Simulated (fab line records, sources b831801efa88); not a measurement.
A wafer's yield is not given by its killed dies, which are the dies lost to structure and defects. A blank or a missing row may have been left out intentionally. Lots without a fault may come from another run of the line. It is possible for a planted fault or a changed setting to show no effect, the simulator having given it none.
fab line records	flow sky130
[record] lots = 7	wafers = 21	lastDay = 50
route steps=708 shown SONOS_TUNNEL@156 SONOS_ONO@168 PAD_OPEN@708
lots that met no fault: from a run of the same line without faults
startH: start of the lot's first displayed wafer, in hours after the record's first day	waitH: hours from the lot's prior step to this one	" unchanged from the row above	L1.1+2: one row covering several wafers at once	- no value present, or no start provided	* or withheld: withheld	< > ~ a bound
route shown NAME@n: NAME is a module with steps in the file, n the number in the route of the first one	usual: mean/standard deviation taken from wafers without a fault	same: alike in all rows	chamber/n: place in a boat	sites: the reading at each site	_std_site: standard deviation across them	_edge_site: the outer-site mean with the inner-site mean subtracted	radiusMm: for every site, how far away it sits from the centre of the wafer	mask NAME#n: copy n	behind: the last tool/chamber to shape the wafer	hold: cause of the lot's hold/its duration in hours/its outcome	device: which transistor (n, p or np) failed to switch	end of line: at the end of the route, the tests of the same wafers	a step given without rows: its recipe and nothing more	killed: count of dies lost to structure and defects at first sort (not the wafer's yield)	map: a wafer's dies, marking killed ones x, the rest . and places with no die _
set.NAME: setting as actually run; set.NAME@STEP: the setting as run at that earlier step	model.NAME: the simulator's own value behind a step, which no gauge read
lots seen at some steps along the route; tables by step, rows by wafer
services: a tool's chamber out of use, with start hour (startH, from the record's first day; less than 0 if before it), hours out, and reason
[[steps]]
[step SKY_SONOS_TUNNEL_COAT_02]
[recipe] resist = NOVOLAK	spinRpm = 3000	resistThkNm = 1140
[step SKY_SONOS_TUNNEL_SOFTBAKE_03]
[recipe] tempC = 90	timeS = 60	resist = NOVOLAK
[step SKY_SONOS_TUNNEL_EXPOSE_04]
[recipe] maskId = TUNM	na = 0.6	sourceShape = conventional	sigmaOuter = 0.6	polarization = unpolarized	targetCdNm = 410	doseMj = 136
[step SKY_SONOS_TUNNEL_PEB_05]
[recipe] tempC = withheld	timeS = *	resist = NOVOLAK
[step SKY_SONOS_TUNNEL_DEVELOP_06]
[recipe] resist = NOVOLAK	developer = TMAH	developTimeS = 60	devTempC = 23
[step SKY_SONOS_TUNNEL_CD_MEAS_07]
[recipe] targetCdNm = 410
[usual] cdNm = 409.5/2.4
lot.wafer	tool	chamber	startH	waitH	cdNm
L179.2	cdSem-02	-	337.93	0.1	411.7
L179.4	"	-	"	"	412.1
L179.6	"	-	"	"	411.9
L184.2	cdSem-02	-	371.84	0.1	406.1
L184.4	"	-	"	"	404.1
L184.5	"	-	"	"	405.9
L185.1	cdSem-02	-	376.77	0.1	410.8
L185.3	"	-	"	"	411.2
L185.6	"	-	"	"	408.4
L187.1	cdSem-01	-	394.26	0.1	410.2
L187.2	"	-	"	"	411.4
L187.5	"	-	"	"	411.5
L188.3	cdSem-02	-	406.70	0.1	411.4
L188.4	"	-	"	"	414.1
L188.6	"	-	"	"	412.1
L189.1	cdSem-02	-	413.12	0.1	410.8
L189.2	"	-	"	"	409.5
L189.3	"	-	"	"	408.3
L190.2	cdSem-02	-	415.48	0.1	412.2
L190.4	"	-	"	"	412.9
L190.6	"	-	"	"	413.8
[step SKY_SONOS_TUNNEL_OVL_MEAS_08]
[usual] SONOS_TUNNEL_OVL = -0.1/1.4
lot.wafer	tool	chamber	startH	waitH	SONOS_TUNNEL_OVL[nm]
L179.2	overlay-01	-	338.03	0.1	-1.0
L179.4	"	-	"	"	-1.0
L179.6	"	-	"	"	-0.2
L184.2	overlay-01	-	371.95	0.1	-0.6
L184.4	"	-	"	"	-0.6
L184.5	"	-	"	"	-0.1
L185.1	overlay-02	-	376.89	0.1	0.5
L185.3	"	-	"	"	1.1
L185.6	"	-	"	"	1.9
L187.1	overlay-02	-	394.38	0.1	-2.5
L187.2	"	-	"	"	-1.6
L187.5	"	-	"	"	-0.5
L188.3	overlay-02	-	406.79	0.1	2.1
L188.4	"	-	"	"	1.2
L188.6	"	-	"	"	1.5
L189.1	overlay-01	-	413.24	0.1	1.0
L189.2	"	-	"	"	-0.5
L189.3	"	-	"	"	0.2
L190.2	overlay-02	-	415.58	0.1	0.1
L190.4	"	-	"	"	-1.1
L190.6	"	-	"	"	-0.5
[step SKY_SONOS_TUNNEL_IMPLANT_09]
[recipe] species = B	energyKev = 20	doseCm2 = 1e+12	tiltDeg = withheld
[step SKY_SONOS_TUNNEL_WET_ETCH_10]
[recipe] chemistry = dHF	targetDepthNm = 14	target = SiO2	dilution = 100:1	tempC = 25	timeS = 280
[step SKY_SONOS_TUNNEL_STRIP_11]
[recipe] chemistry = SPM	timeS = 600	tempC = 130
[step SKY_SONOS_TUNNEL_TW_MEAS_12]
[usual] SONOS_TUNNEL_TW = 197.1/1.4
lot.wafer	tool	chamber	startH	waitH	SONOS_TUNNEL_TW
L179.2	filmMetro-02	-	338.48	0.0	197.2
L179.4	"	-	"	"	197.3
L179.6	"	-	"	"	197.1
L184.2	filmMetro-01	-	372.40	0.0	198.6
L184.4	"	-	"	"	199.5
L184.5	"	-	"	"	198.9
L185.1	filmMetro-01	-	377.34	0.0	197.5
L185.3	"	-	"	"	198.4
L185.6	"	-	"	"	197.6
L187.1	filmMetro-01	-	394.84	0.0	197.4
L187.2	"	-	"	"	197.7
L187.5	"	-	"	"	197.2
L188.3	filmMetro-02	-	407.25	0.0	196.2
L188.4	"	-	"	"	196.2
L188.6	"	-	"	"	196.4
L189.1	filmMetro-02	-	413.72	0.0	197.9
L189.2	"	-	"	"	198.5
L189.3	"	-	"	"	198.6
L190.2	filmMetro-01	-	416.04	0.0	198.2
L190.4	"	-	"	"	197.6
L190.6	"	-	"	"	197.4
[step SKY_SONOS_TUNNEL_CLEAN_13]
[recipe] chemistry = dHF	timeS = 20	dilution = 100:1	dry = ipaMarangoni
[step SKY_SONOS_ONO_OXIDATION_00]
[recipe] tempC = 800	ambient = O2	idleTempC = 700	rampUpCPerMin = 10	rampDownCPerMin = 3	stabiliseS = 600	purgeS = 300	targetThkA = 26	oxTimeS = 1249
[usual] spikeTcBottomC = 815/3.9	spikeTcCentreC = 800.0/1.3	spikeTcLowerC = 801.3/1.4	spikeTcUpperC = 799.3/1.5	tubeCenterTempC = 800/0.067	tube_center_temp_C_max = 802.1/0.32	zonePowerUpperPct = 13.1/0.49
lot.wafer	tool	chamber	startH	waitH	spikeTcBottomC	spikeTcCentreC	spikeTcLowerC	spikeTcUpperC	tubeCenterTempC	tube_center_temp_C_max	zonePowerUpperPct	model.SiO2_of_SONOS_ONO_OXIDATION_00.thkNm
L179.2	furnace-01	0	338.55	0.0	817	800.2	801.7	797.9	799.96	802.4	13.3	2.643
L179.4	"	0	"	"	819	800.3	800.5	798.3	799.95	802.4	13.5	2.599
L179.6	"	0	"	"	818	798.3	804.0	799.2	799.83	801.9	13.5	2.634
L184.2	furnace-01	0	373.13	0.7	817	801.0	802.5	796.8	800.21	801.9	13.5	2.598
L184.4	"	0	"	"	819	797.9	802.1	796.9	800	801.8	13.6	2.561
L184.5	"	0	"	"	818	800.3	802.5	799.4	799.93	802.0	13.4	2.537
L185.1	furnace-01	0	377.41	0.0	827	807.8	811.2	806.2	807.6	810.3	13.6	2.941
L185.3	"	0	"	"	827	809.5	811.5	805.7	807.72	809.9	14.0	2.933
L185.6	"	0	"	"	826	808.8	809.4	805.5	807.67	809.8	13.9	2.912
L187.1	furnace-01	0	395.26	0.3	825	804.8	808.5	806.5	807.68	810.3	13.5	2.937
L187.2	"	0	"	"	827	808.1	809.5	804.7	807.73	809.5	14.0	2.955
L187.5	"	0	"	"	824	806.9	809.1	805.0	807.56	809.3	13.9	2.952
L188.3	furnace-01	0	408.41	1.1	825	806.5	810.5	805.5	807.66	809.6	13.7	2.884
L188.4	"	0	"	"	824	808.1	808.8	806.0	807.69	810.2	13.8	2.929
L188.6	"	0	"	"	827	805.9	810.2	804.5	807.73	809.5	14.0	2.892
L189.1	furnace-02	0	414.17	0.4	812	801.1	800.7	801.8	800	802.9	12.6	2.675
L189.2	"	0	"	"	808	801.4	800.5	799.3	799.99	801.8	12.7	2.666
L189.3	"	0	"	"	812	800.8	800.1	801.8	799.99	801.7	12.4	2.629
L190.2	furnace-02	0	417.01	0.9	810	801.9	800.7	802.0	800.1	802.0	12.5	2.636
L190.4	"	0	"	"	811	800.6	799.0	800.1	799.97	802.2	12.4	2.649
L190.6	"	0	"	"	810	801.4	800.1	800.7	799.97	801.9	12.4	2.665
[step SKY_SONOS_ONO_THK_MEAS_01]
[recipe] reads = SiO2_of_SONOS_ONO_OXIDATION_00
[usual] SONOS_ONO_OXIDATION_THK = 2.61/0.057
lot.wafer	tool	chamber	startH	waitH	hold	SONOS_ONO_OXIDATION_THK[nm]
L179.2	filmMetro-04	-	339.91	0.0	-	2.66
L179.4	"	-	"	"	-	2.63
L179.6	"	-	"	"	-	2.69
L184.2	filmMetro-03	-	374.49	0.0	-	2.60
L184.4	"	-	"	"	-	2.55
L184.5	"	-	"	"	-	2.54
L185.1	filmMetro-04	-	378.76	0.0	awaitDispo/0.2h/release	2.94
L185.3	"	-	"	"	awaitDispo/0.2h/release	2.94
L185.6	"	-	"	"	awaitDispo/0.2h/release	2.91
L185.1	filmMetro-04	-	378.98	0.2	-	2.98
L185.3	"	-	"	"	-	2.94
L185.6	"	-	"	"	-	2.91
L187.1	filmMetro-04	-	396.61	0.0	awaitDispo/0.2h/release	2.95
L187.2	"	-	"	"	awaitDispo/0.2h/release	2.94
L187.5	"	-	"	"	awaitDispo/0.2h/release	2.91
L187.1	filmMetro-04	-	396.83	0.2	-	2.95
L187.2	"	-	"	"	-	2.96
L187.5	"	-	"	"	-	2.95
L188.3	filmMetro-04	-	409.77	0.0	awaitDispo/0.2h/release	2.89
L188.4	"	-	"	"	awaitDispo/0.2h/release	2.91
L188.6	"	-	"	"	awaitDispo/0.2h/release	2.92
L188.3	filmMetro-04	-	410.14	0.4	-	2.91
L188.4	"	-	"	"	-	2.92
L188.6	"	-	"	"	-	2.84
L189.1	filmMetro-03	-	415.51	0.0	-	2.66
L189.2	"	-	"	"	-	2.65
L189.3	"	-	"	"	-	2.63
L190.2	filmMetro-01	-	418.37	0.0	-	2.68
L190.4	"	-	"	"	-	2.61
L190.6	"	-	"	"	-	2.67
[step SKY_PAD_OPEN_PROBE_99]
[usual] killed_at_M0_to_M3 = 42/6.9	killed_at_M4_up = 3.2/1.7	killedAtContacts = 23/5.5	killedAtFrontEnd = 16/4	killedAtOther = 0.4/0.55	killedDies = 85/9.2	killedOpen = 46/6.8	killedShort = 38/6.2
[same] grossDies = 492	killedAtBackSide = 0
lot.wafer	tool	chamber	startH	waitH	killed_at_M0_to_M3	killed_at_M4_up	killedAtContacts	killedAtFrontEnd	killedAtOther	killedDies	killedOpen	killedShort	model.etest.sonosErased.driveUaUm	model.etest.capOno.gateLog10ACm2	model.etest.capOno.toxAccNm	model.etest.sonosErased.vtV	model.etest.sonosBaked.vtLessV
L179.2	prober-01	-	1142.78	0.1	36	0	25	13	0	74	40	34	175.2	-7.879	12.91	-2.262	-0.4733
L179.4	prober-01	-	1142.88	0.2	30	3	22	14	1	70	39	31	213.3	-7.826	12.86	-2.317	-0.5205
L179.6	prober-01	-	1142.98	0.2	42	2	17	12	1	74	45	29	174.2	-7.883	12.82	-2.263	-0.4828
L184.2	prober-01	-	1163.36	0.1	31	5	29	15	0	80	47	33	205.2	-7.858	12.79	-2.341	-0.525
L184.4	prober-01	-	1163.46	0.2	49	6	27	21	0	103	61	42	213.9	-7.827	12.81	-2.371	-0.56
L184.5	prober-01	-	1163.51	0.2	41	2	28	15	0	86	43	43	199.2	-7.705	12.71	-2.377	-0.4768
L185.1	prober-02	-	1171.11	0.1	39	4	29	19	0	91	48	42	156.4	-8.4	13.3	-1.921	-0.3405
L185.3	prober-02	-	1171.21	0.2	37	3	31	20	0	91	55	35	153.9	-8.694	13.4	-1.871	-0.4077
L185.6	prober-02	-	1171.36	0.2	42	3	24	21	0	90	34	55	163.4	-8.491	13.29	-1.946	-0.3751
L187.1	prober-02	-	1176.48	0.1	37	6	28	20	0	91	46	45	142.5	-8.549	13.34	-1.88	-0.4505
L187.2	prober-02	-	1176.53	0.1	37	3	23	12	0	75	37	37	141.1	-8.585	13.37	-1.848	-0.3378
L187.5	prober-02	-	1176.68	0.2	37	1	34	15	1	88	48	40	148.6	-8.446	13.32	-1.905	-0.3267
L188.3	prober-01	-	1187.23	0.2	49	2	20	20	0	91	44	47	162.2	-8.143	13.03	-2.084	-0.4154
L188.4	prober-01	-	1187.28	0.2	50	5	24	17	0	96	57	39	117.4	-8.511	13.22	-1.877	-0.4073
L188.6	prober-01	-	1187.38	0.2	45	4	20	19	0	88	51	37	165.2	-8.291	13.16	-2.037	-0.4158
L189.1	prober-02	-	1188.63	0.1	39	0	25	22	0	86	43	39	180.6	-8.254	13.12	-2.17	-0.4852
L189.2	prober-02	-	1188.68	0.1	39	3	33	12	0	87	50	36	175.8	-8.089	13.07	-2.215	-0.5098
L189.3	prober-02	-	1188.73	0.2	40	3	21	15	1	80	36	42	195.2	-8.158	13.05	-2.253	-0.461
L190.2	prober-01	-	1190.18	0.1	39	3	20	14	0	76	50	26	165.7	-7.893	12.9	-2.252	-0.5115
L190.4	prober-01	-	1190.28	0.2	34	5	21	12	1	73	39	34	193.9	-7.816	12.83	-2.307	-0.5423
L190.6	prober-01	-	1190.38	0.2	41	4	24	26	0	95	54	41	178.6	-8.123	12.94	-2.22	-0.4192
// killed by level:class
L179.2 VIA1:geometricParticle:open=9 CONTACT:geometricParticle:short=7 CONTACT:geometricParticle:open=7 VIA3:geometricParticle:open=7 FIELD_ISO:geometricParticle:short=5 LI_CONTACT:geometricParticle:short=5 LI_CONTACT:geometricParticle:open=4 METAL2:geometricParticle:short=4
L179.4 CONTACT:geometricParticle:open=10 VIA1:geometricParticle:open=7 VIA3:geometricParticle:open=6 LI_CONTACT:geometricParticle:short=5 VIA2:geometricParticle:open=5 LOCAL_INTERCONNECT:geometricParticle:short=4 METAL1:geometricParticle:short=4 FIELD_ISO:geometricParticle:open=3
L179.6 VIA1:geometricParticle:open=12 VIA3:geometricParticle:open=11 CONTACT:geometricParticle:open=7 FIELD_ISO:geometricParticle:open=5 LI_CONTACT:geometricParticle:short=5 METAL2:geometricParticle:short=5 LI_CONTACT:geometricParticle:open=3 METAL1:geometricParticle:short=3
L184.2 LI_CONTACT:geometricParticle:open=8 VIA2:geometricParticle:open=8 CONTACT:geometricParticle:open=7 POLY_GATE:geometricParticle:short=6 VIA1:geometricParticle:open=6 VIA3:geometricParticle:open=5 LOCAL_INTERCONNECT:geometricParticle:short=5 LI_CONTACT:geometricParticle:short=4
L184.4 CONTACT:geometricParticle:open=12 VIA2:geometricParticle:open=9 FIELD_ISO:geometricParticle:open=8 VIA1:geometricParticle:open=8 METAL2:geometricParticle:short=8 VIA3:geometricParticle:open=7 LI_CONTACT:geometricParticle:open=7 CONTACT:geometricParticle:short=5
L184.5 CONTACT:geometricParticle:open=11 METAL1:geometricParticle:short=7 VIA2:geometricParticle:open=7 LOCAL_INTERCONNECT:geometricParticle:short=6 VIA1:geometricParticle:open=6 POLY_GATE:geometricParticle:short=5 CONTACT:geometricParticle:short=5 VIA1:geometricParticle:short=5
L185.1 CONTACT:geometricParticle:open=11 VIA1:geometricParticle:open=9 METAL2:geometricParticle:short=8 POLY_GATE:geometricParticle:open=7 LI_CONTACT:geometricParticle:open=7 POLY_GATE:geometricParticle:short=6 VIA3:geometricParticle:open=6 LOCAL_INTERCONNECT:geometricParticle:short=5
L185.3 CONTACT:geometricParticle:open=11 FIELD_ISO:geometricParticle:open=10 LI_CONTACT:geometricParticle:open=10 VIA1:geometricParticle:open=6 VIA2:geometricParticle:open=6 VIA3:geometricParticle:open=6 CONTACT:geometricParticle:short=5 VIA1:geometricParticle:short=5
L185.6 FIELD_ISO:geometricParticle:short=13 VIA1:geometricParticle:open=13 CONTACT:geometricParticle:open=9 LOCAL_INTERCONNECT:geometricParticle:short=8 VIA1:geometricParticle:short=7 VIA3:geometricParticle:short=6 METAL2:geometricParticle:short=5 VIA3:geometricParticle:open=5
L187.1 VIA1:geometricParticle:open=10 LI_CONTACT:geometricParticle:open=8 CONTACT:geometricParticle:open=7 FIELD_ISO:geometricParticle:open=6 METAL2:geometricParticle:short=6 POLY_GATE:geometricParticle:short=5 LOCAL_INTERCONNECT:geometricParticle:short=5 METAL3:geometricParticle:short=5
L187.2 VIA1:geometricParticle:open=10 CONTACT:geometricParticle:open=9 CONTACT:geometricParticle:short=7 METAL2:geometricParticle:short=7 VIA1:geometricParticle:short=5 FIELD_ISO:geometricParticle:open=4 FIELD_ISO:geometricParticle:short=4 LI_CONTACT:geometricParticle:open=4
L187.5 VIA1:geometricParticle:open=17 CONTACT:geometricParticle:open=12 LI_CONTACT:geometricParticle:short=8 POLY_GATE:geometricParticle:short=6 VIA1:geometricParticle:short=6 LI_CONTACT:geometricParticle:open=5 LOCAL_INTERCONNECT:geometricParticle:short=5 FIELD_ISO:geometricParticle:short=4
L188.3 METAL1:geometricParticle:short=10 CONTACT:geometricParticle:open=7 VIA3:geometricParticle:open=7 VIA1:geometricParticle:open=6 VIA1:geometricParticle:short=6 FIELD_ISO:geometricParticle:open=5 LI_CONTACT:geometricParticle:open=5 METAL2:geometricParticle:short=5
L188.4 VIA1:geometricParticle:open=16 FIELD_ISO:geometricParticle:short=6 VIA2:geometricParticle:open=6 VIA3:geometricParticle:open=6 FIELD_ISO:geometricParticle:open=5 LI_CONTACT:geometricParticle:open=5 CONTACT:geometricParticle:open=5 VIA2:geometricParticle:short=5
L188.6 VIA2:geometricParticle:open=9 LI_CONTACT:geometricParticle:open=8 CONTACT:geometricParticle:open=8 METAL2:geometricParticle:short=7 VIA1:geometricParticle:open=6 FIELD_ISO:geometricParticle:open=5 POLY_GATE:geometricParticle:short=5 VIA3:geometricParticle:open=5
L189.1 CONTACT:geometricParticle:open=7 LI_CONTACT:geometricParticle:open=7 VIA1:geometricParticle:open=7 VIA3:geometricParticle:short=6 LI_CONTACT:geometricParticle:short=4 METAL2:geometricParticle:short=4 VIA1:geometricParticle:short=4 VIA2:geometricParticle:open=4
L189.2 CONTACT:geometricParticle:open=13 LI_CONTACT:geometricParticle:open=7 VIA3:geometricParticle:open=6 LOCAL_INTERCONNECT:geometricParticle:short=6 VIA1:geometricParticle:short=6 VIA1:geometricParticle:open=6 VIA2:geometricParticle:open=6 CONTACT:geometricParticle:short=5
L189.3 METAL1:geometricParticle:short=9 VIA1:geometricParticle:open=7 VIA3:geometricParticle:open=7 CONTACT:geometricParticle:open=6 METAL2:geometricParticle:short=6 LI_CONTACT:geometricParticle:open=5 CONTACT:geometricParticle:short=5 FIELD_ISO:geometricParticle:short=4
L190.2 CONTACT:geometricParticle:open=10 VIA3:geometricParticle:open=10 LI_CONTACT:geometricParticle:open=7 VIA2:geometricParticle:open=7 VIA1:geometricParticle:open=6 METAL1:geometricParticle:short=5 SPACER:geometricParticle:open=4 METAL2:geometricParticle:short=4
L190.4 CONTACT:geometricParticle:open=12 VIA3:geometricParticle:open=7 VIA2:geometricParticle:open=6 METAL2:geometricParticle:short=6 FIELD_ISO:geometricParticle:short=5 VIA2:geometricParticle:short=5 VIA1:geometricParticle:short=4 POLY_GATE:geometricParticle:open=3
L190.6 VIA1:geometricParticle:open=12 CONTACT:geometricParticle:open=9 LI_CONTACT:geometricParticle:open=8 FIELD_ISO:geometricParticle:open=7 POLY_GATE:geometricParticle:open=7 METAL2:geometricParticle:short=7 FIELD_ISO:geometricParticle:short=5 METAL3:geometricParticle:short=4
[[services]]
tool	chamber	startH	hours	kind
furnace-01	-	339.90	3.9	pm
furnace-02	-	366.33	3.0	pm
[[key]]
[firstSign] step = SKY_SONOS_ONO_OXIDATION_00	reading = tubeCenterTempC	direction = up	sigmas = 96	usual = *	struck = *
[effect] step = SKY_SONOS_ONO_OXIDATION_00	reading = tube_center_temp_C_max	direction = up	sigmas = 24	usual = *	struck = *
[effect] step = SKY_SONOS_ONO_THK_MEAS_01	reading = visit	direction = added
[effect] step = SKY_SONOS_ONO_THK_MEAS_01	reading = SONOS_ONO_OXIDATION_THK	direction = up	sigmas = 5.4	usual = 2.61	struck = 2.93
[modelEffect] step = SKY_SONOS_ONO_OXIDATION_00	value = SiO2_of_SONOS_ONO_OXIDATION_00.thkNm	without = 2.628	struck = 2.926
[modelEffect] step = SKY_PAD_OPEN_PROBE_99	value = etest.sonosErased.driveUaUm	without = 181	struck = 150.1
metAt SKY_SONOS_ONO_OXIDATION_00
struckWafers L185.1,L185.3,L185.6,L187.1,L187.2,L187.5,L188.3,L188.4,L188.6
testerLeftOut L185,L187,L188
onsetBetween 373.13 377.41
[fault] kind = processParameterDrift	tool = furnace-01	chamber = -	onsetH = 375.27	steps = SKY_SONOS_ONO_OXIDATION_00	channel = tempC	offset = *	shape = step	endH = 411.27	actsIn = *	stated = *
// testerLeftOut: of these lots the tester's yield and bins aren't shown, on N5 and GAA mostly nor the transistor test; their killed dies are dies lost to structure and defects alone, not to doping, threshold or leakage, so they don't give the yield
